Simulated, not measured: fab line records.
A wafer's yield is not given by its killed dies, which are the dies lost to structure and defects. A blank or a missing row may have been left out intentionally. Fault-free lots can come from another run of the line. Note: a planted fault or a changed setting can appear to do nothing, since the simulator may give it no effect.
The tool behind it: which one? + flow sky130 + 12 lots, 36 wafers sampled, at 2 steps of a route of 708

== WHAT EACH GAUGE READ, for each wafer ==
SKY_LDD_N_OVL_MEAS_07. Usual: LDD_N_OVL -1.1 nm, standard deviation 1.7.
| lot  | measured     | on         | LDD_N_OVL (nm) | flag |
|------|--------------|------------|----------------|------|
| L375 | day 19 03:07 | overlay-02 | -0.2 -0.2 -0.4 |      |
| L376 | day 19 10:01 | overlay-02 | 1.1 0.6 1.0    |      |
| L377 | day 19 15:43 | overlay-01 | -0.6 -2.3 -1.2 |      |
| L381 | day 20 09:23 | overlay-01 | 2.5 1.2 1.4    |      |
| L382 | day 20 11:50 | overlay-01 | -1.3 -1.6 -2.9 |      |
| L385 | day 20 12:50 | overlay-01 | -1.0 -2.2 -3.3 |      |
| L388 | day 20 15:17 | overlay-01 | -1.5 -2.4 -1.5 |      |
| L389 | day 26 14:55 | overlay-01 | 1.3 2.4 3.1    |      |
| L390 | day 27 04:13 | overlay-01 | -0.7 -0.9 0.3  |      |
| L393 | day 27 09:47 | overlay-02 | -2.8 0.6 0.0   |      |
| L396 | day 27 16:43 | overlay-01 | -1.5 -2.5 -2.1 |      |
| L397 | day 27 18:47 | overlay-01 | -1.0 -0.3 -2.7 |      |

== EACH LOT AND THE TOOL THAT RAN IT (in order: tool; ch and the chambers of the sampled wafers; start) ==
| lot  | SKY_POLY_GATE_ETCH_15             |
|------|-----------------------------------|
| L375 | rieDiel-01 ch 0,1,2, day 17 17:11 |
| L376 | rieDiel-04 ch 1,2, day 17 22:57   |
| L377 | rieDiel-01 ch 0,3, day 18 05:17   |
| L381 | rieDiel-01 ch 0,2, day 18 23:54   |
| L382 | rieDiel-03 ch 1,2,3, day 19 00:11 |
| L385 | rieDiel-03 ch 1,2, day 19 02:57   |
| L388 | rieDiel-04 ch 0,3, day 19 06:18   |
| L389 | rieDiel-03 ch 0,1,3, day 25 06:36 |
| L390 | rieDiel-03 ch 0,3, day 25 20:21   |
| L393 | rieDiel-04 ch 1,2,3, day 26 02:53 |
| L396 | rieDiel-01 ch 1,2, day 26 09:20   |
| L397 | rieDiel-03 ch 0,1,3, day 26 11:45 |
- SKY_POLY_GATE_ETCH_15: etches BARC in N2/H2, stops on SiO2, time 118.5 s, target depth 110 nm.

== WHAT THE TOOLS THEMSELVES READ (means of the sampled wafers that have a number; where no wafer has one, the mark that the record gives instead) ==
SKY_POLY_GATE_ETCH_15. Usual: drypumpMotorCurrentA 5.8 A, standard deviation 0.59; h2FlowSccm 200.0 sccm, standard deviation 0.59; n2FlowSccm 100.0 sccm, standard deviation 0.34; oesProductAu 0.716 a.u., standard deviation 0.0046; throttleValvePct 13.212 %, standard deviation 0.0085.
| lot  | tool       | drypumpMotorCurrentA (A) | h2FlowSccm (sccm) | n2FlowSccm (sccm) | oesProductAu (a.u.) | throttleValvePct (%) | flag |
|------|------------|--------------------------|-------------------|-------------------|---------------------|----------------------|------|
| L375 | rieDiel-01 | 5.5                      | 200.0             | 100.1             | 0.714               | 13.208               |      |
| L376 | rieDiel-04 | 6.7                      | 200.1             | 100.2             | 0.715               | 13.221               |      |
| L377 | rieDiel-01 | 5.1                      | 199.6             | 99.5              | 0.713               | 13.216               |      |
| L381 | rieDiel-01 | 5.4                      | 200.7             | 100.0             | 0.715               | 13.204               |      |
| L382 | rieDiel-03 | 5.9                      | 199.8             | 99.8              | 0.715               | 13.227               |      |
| L385 | rieDiel-03 | 5.4                      | 200.3             | 99.9              | 0.718               | 13.213               |      |
| L388 | rieDiel-04 | 5.8                      | 199.5             | 100.1             | 0.718               | 13.217               |      |
| L389 | rieDiel-03 | 6.0                      | 200.3             | 100.0             | 0.718               | 13.207               |      |
| L390 | rieDiel-03 | 6.0                      | 200.1             | 100.1             | 0.709               | 13.200               |      |
| L393 | rieDiel-04 | 6.4                      | 200.0             | 100.2             | 0.718               | 13.208               |      |
| L396 | rieDiel-01 | 5.6                      | 200.1             | 100.0             | 0.717               | 13.213               |      |
| L397 | rieDiel-03 | 6.0                      | 199.9             | 100.2             | 0.714               | 13.216               |      |

== THE ANSWER, worked out from the rows above alone ==
Rule: take the mean of a lot's wafers that have a number; if it is more than 3 standard deviations from the usual mean, the lot is off. Also off: a lot with no number at a reading for which 4 or more lots have one. The other lots that the step has rows for count as sound. After the gauges, taken in route order, come the tools' own readings; for these a lot's mean is taken, as printed above. The first step at which some lot is off is used, and at that step the reading that is off furthest; a lot without a number counts as furthest.
None of the lots is off at any reading shown; this tells nothing.

== WHAT WAS PUT IN BY THE SIMULATOR ==
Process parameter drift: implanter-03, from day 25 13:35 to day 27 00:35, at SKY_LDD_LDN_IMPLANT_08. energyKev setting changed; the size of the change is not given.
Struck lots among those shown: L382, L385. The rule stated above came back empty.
